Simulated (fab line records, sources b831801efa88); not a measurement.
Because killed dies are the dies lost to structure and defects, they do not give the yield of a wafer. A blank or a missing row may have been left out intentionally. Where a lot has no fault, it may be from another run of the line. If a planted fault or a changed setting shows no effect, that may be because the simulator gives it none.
2 desks, one fault | flow sfq_line | what lay behind the numbers comes last; until then each desk has only its own

## DESK OF THE TOOL OWNER: litho_track-02
The tool's own readings at SFQ_TRILAYER_JJ_CE_LITHO_COAT_119 (resist thk 62 nm): means of the sampled wafers that have a number, for each lot that ran on this tool. Any lot whose mean is over 4 standard deviations away from the usual mean is out of limits and marked OUT; that distance is given in the brackets.
Columns: A = dispense_pressure_kPa at SFQ_TRILAYER_JJ_CE_LITHO_COAT_119, usual 51.1 kPa
lot  | first seen here | A
L691 | day 60 12:44    | 50.5
L697 | day 63 08:35    | 50.5
L698 | day 63 11:02    | 50.5
L700 | day 63 20:35    | 50.5
L703 | day 64 12:11    | 50.5
L713 | day 67 04:08    | 50.5
This desk's finding: nothing out of limits on any of the 6 lots.

## AT THE METROLOGY DESK
Means of the sampled wafers that have a number, per lot and without regard to the tool the lot ran on: this is what the gauges read. Any lot whose mean is over 4 standard deviations away from the usual mean is out of limits and marked OUT; that distance is given in the brackets.
Columns: A = R5_MONX_RS at SFQ_R5_RS_MEAS_933, usual 7.05 ohm/sq
lot  | first seen here | A
L690 | day 70 20:23    | 6.97
L691 | day 71 06:42    | 7.01
L692 | day 71 08:23    | 7.10
L694 | day 71 18:44    | 7.02
L695 | day 72 02:29    | 7.09
L696 | day 72 03:42    | 7.08
L697 | day 73 09:20    | 6.97
L698 | day 73 16:48    | 7.03
L700 | day 74 12:15    | 6.99
L703 | day 75 09:17    | 7.03
L708 | day 77 06:37    | 7.11
L710 | day 77 10:15    | 7.22
L711 | day 77 14:01    | 7.04
L713 | day 77 18:01    | 7.01
This desk's finding: nothing out of limits on any of the 14 lots.

## PUT TOGETHER
The desk of the tool owner found nothing out of limits.
Metrology desk: nothing out of limits seen.

## WHAT THE SIMULATOR HAD INSERTED
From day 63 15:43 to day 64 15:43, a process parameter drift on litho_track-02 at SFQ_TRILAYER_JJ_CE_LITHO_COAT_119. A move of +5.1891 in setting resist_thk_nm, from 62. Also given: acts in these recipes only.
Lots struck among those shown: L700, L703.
